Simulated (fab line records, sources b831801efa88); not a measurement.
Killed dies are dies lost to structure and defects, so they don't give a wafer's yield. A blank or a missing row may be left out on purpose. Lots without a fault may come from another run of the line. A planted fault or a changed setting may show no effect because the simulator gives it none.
A struck lot beside a sound one | flow sky130 | 14 steps out of a route of 708
Sound: wafers L393.1, L393.4, L393.6. Struck: wafers L398.1, L398.2, L398.6. The cause comes at the end.
At each step with rows: each side's tool, then ch and its chambers, then its first start. Under that, the readings that differ: sound wafers | struck wafers | difference of the means | sigmas: that difference in standard deviations of wafers without a fault.
alike: readings whose means differ by less than 2 such deviations, and words and numbers that are the same on both sides. not compared: withheld readings, readings that some wafer has no value for, bounds like >300 that may hide the same value, and numbers for which the record gives no deviation and whose values overlap.
The two part at a step that has a row with sigmas, a row that says differs or no value, or rows on one side only. Numbers that don't overlap but have no deviation are shown without sigmas and don't part them. A reading that every wafer of one side lacks parts them only if that side has two wafers or more.

SKY_METAL5_SPUTTER_01: material TiN, target thk 20 nm, time 16.7 s.
  sound on pvd_sputter-03, day 43 01:18; struck on pvd_sputter-04, day 44 14:14
  alike: throttle_valve_pct
SKY_METAL5_SPUTTER_02: material AlCu, target thk 1150 nm, time 61.2 s.
  sound on pvd_sputter-03, day 43 01:19; struck on pvd_sputter-04, day 44 14:16
  alike: throttle_valve_pct
SKY_METAL5_SPUTTER_03: material Ti, target thk 5 nm, time 3.3 s.
  sound on pvd_sputter-03, day 43 01:22; struck on pvd_sputter-04, day 44 14:19
  alike: throttle_valve_pct
SKY_METAL5_SPUTTER_04: material TiN, target thk 70 nm, time 58.3 s.
  sound on pvd_sputter-03, day 43 01:23; struck on pvd_sputter-04, day 44 14:20
  alike: throttle_valve_pct
SKY_METAL5_RS_MEAS_05: measures by four-point-probe.
  sound on film_metro-01, day 43 01:26; struck on film_metro-02, day 44 14:22
  alike: METAL5_ALCU_RS
SKY_METAL5_THK_MEAS_06: measures by xrf.
  sound on film_metro-01, day 43 01:34; struck on film_metro-02, day 44 14:29
  alike: METAL5_ALCU_THK
then, 6 steps without rows for these wafers: SKY_METAL5_DEHYDRATE_07 (time 60 s); SKY_METAL5_HMDS_08 (prime time 60 s); SKY_METAL5_COAT_09 (resist thk 1800 nm); SKY_METAL5_SOFTBAKE_10 (time 60 s); SKY_METAL5_EXPOSE_11 (exposes mask MM5, target cd 1600 nm); SKY_METAL5_PEB_12.
SKY_METAL5_DEVELOP_13: develop time 60 s.
  sound on litho_track-02 ch 0, day 43 23:50; struck on litho_track-02, day 45 11:50
  no value came back on the struck wafers for chill_plate_temp_C (C), develop_time_s (s); on the sound wafers chill_plate_temp_C (C) reads 22.88 22.89 22.82
SKY_METAL5_DESCUM_14: chemistry O2, time 11 s.
  sound on rie_metal-02 ch 0,1, day 43 23:59; struck on rie_metal-03 ch 0,1, day 45 11:59
  alike: drypump_motor_current_A, oes_product_au
  not compared: rf_hours_counter_h

WHERE THEY PART
Only at SKY_METAL5_DEVELOP_13, within this record. Later steps at which nothing parts them and some readings are alike: SKY_METAL5_DESCUM_14.

WHY: what the simulator had put in
Skipped step whole: litho_track-02, from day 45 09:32 on, at SKY_METAL5_DEVELOP_13. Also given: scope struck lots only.
